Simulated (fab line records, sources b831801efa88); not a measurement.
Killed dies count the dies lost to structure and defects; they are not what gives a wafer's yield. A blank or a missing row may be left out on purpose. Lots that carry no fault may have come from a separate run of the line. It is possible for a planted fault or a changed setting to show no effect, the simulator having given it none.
Matching of chambers + flow gf180mcu + GF_V5_ETCH_16 on rie diel-01 has 4 sister chambers
The step etches BARC in N2/H2. 14 wafers are shown with their chamber, then 7 later ones without.

== WAFERS WITH THEIR CHAMBER ==
| wafer  | chamber | drypump motor current A (A) | oes product au (a.u.) | throttle valve pct (%) |
|--------|---------|-----------------------------|-----------------------|------------------------|
| L642.1 | 0       | 6.2                         | 0.853                 | 13.229                 |
| L642.3 | 3       | 6.5                         | 0.850                 | 13.200                 |
| L642.6 | 1       | 5.2                         | 0.856                 | 13.231                 |
| L643.3 | 2       | 6.0                         | 0.853                 | 13.224                 |
| L643.5 | 1       | 5.3                         | 0.859                 | 13.225                 |
| L643.6 | 0       | 6.2                         | 0.854                 | 13.231                 |
| L644.1 | 3       | 6.5                         | 0.846                 | 13.206                 |
| L644.2 | 1       | 5.2                         | 0.855                 | 13.230                 |
| L644.4 | 2       | 6.1                         | 0.850                 | 13.224                 |
| L646.3 | 2       | 6.0                         | 0.851                 | 13.231                 |
| L646.4 | 1       | 5.3                         | 0.859                 | 13.225                 |
| L646.5 | 1       | 5.3                         | 0.850                 | 13.235                 |
| L662.1 | 3       | 6.6                         | 0.850                 | 13.229                 |
| L662.4 | 1       | 5.2                         | 0.858                 | 13.230                 |

SIGNATURES (averages over the wafers above)
| reading                 | chamber 0 | chamber 1 | chamber 2 | chamber 3 | scatter within a chamber |
|-------------------------|-----------|-----------|-----------|-----------|--------------------------|
| drypump motor current A | 6.200     | 5.250     | 6.033     | 6.533     | 0.0532                   |
| oes product au          | 0.85350   | 0.85617   | 0.85133   | 0.84867   | 0.00273                  |
| throttle valve pct      | 13.23000  | 13.22933  | 13.22633  | 13.21167  | 0.00759                  |
Rule: for a wafer and a chamber, the distance is found by dividing, reading by reading, the gap between the wafer's reading and the chamber's mean by the reading's scatter, squaring, summing and taking the root. If the next closest chamber is less than 2 further off than the closest, the wafer can't be placed; otherwise it belongs to the closest. The scatter: take each reading less its chamber's mean, square it, sum over the shown wafers, divide by the number of wafers less the number of chambers, and take the root.

== WAFERS WITHOUT THEIR CHAMBER ==
| wafer  | drypump motor current A (A) | oes product au (a.u.) | throttle valve pct (%) |
|--------|-----------------------------|-----------------------|------------------------|
| L662.6 | 6.6                         | 0.857                 | 13.217                 |
| L663.1 | 6.2                         | 0.844                 | 13.226                 |
| L663.4 | 5.3                         | 0.857                 | 13.221                 |
| L663.5 | 6.2                         | 0.855                 | 13.227                 |
| L664.2 | 5.2                         | 0.859                 | 13.211                 |
| L664.3 | 6.2                         | 0.859                 | 13.213                 |
| L664.4 | 6.2                         | 0.865                 | 13.247                 |

== THE CHAMBER EACH PASSED THROUGH ==
| wafer  | from the rows above     | in truth |
|--------|-------------------------|----------|
| L662.6 | 3                       | 3        |
| L663.1 | can't be placed: 0 or 2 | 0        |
| L663.4 | 1                       | 1        |
| L663.5 | 0                       | 0        |
| L664.2 | 1                       | 1        |
| L664.3 | can't be placed: 0 or 2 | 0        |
| L664.4 | can't be placed: 0 or 2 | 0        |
Placed correctly: 4 of 7. Cannot be placed on the basis of these rows: 3; the candidates contain the true chamber in 3. 0 placed wrongly.
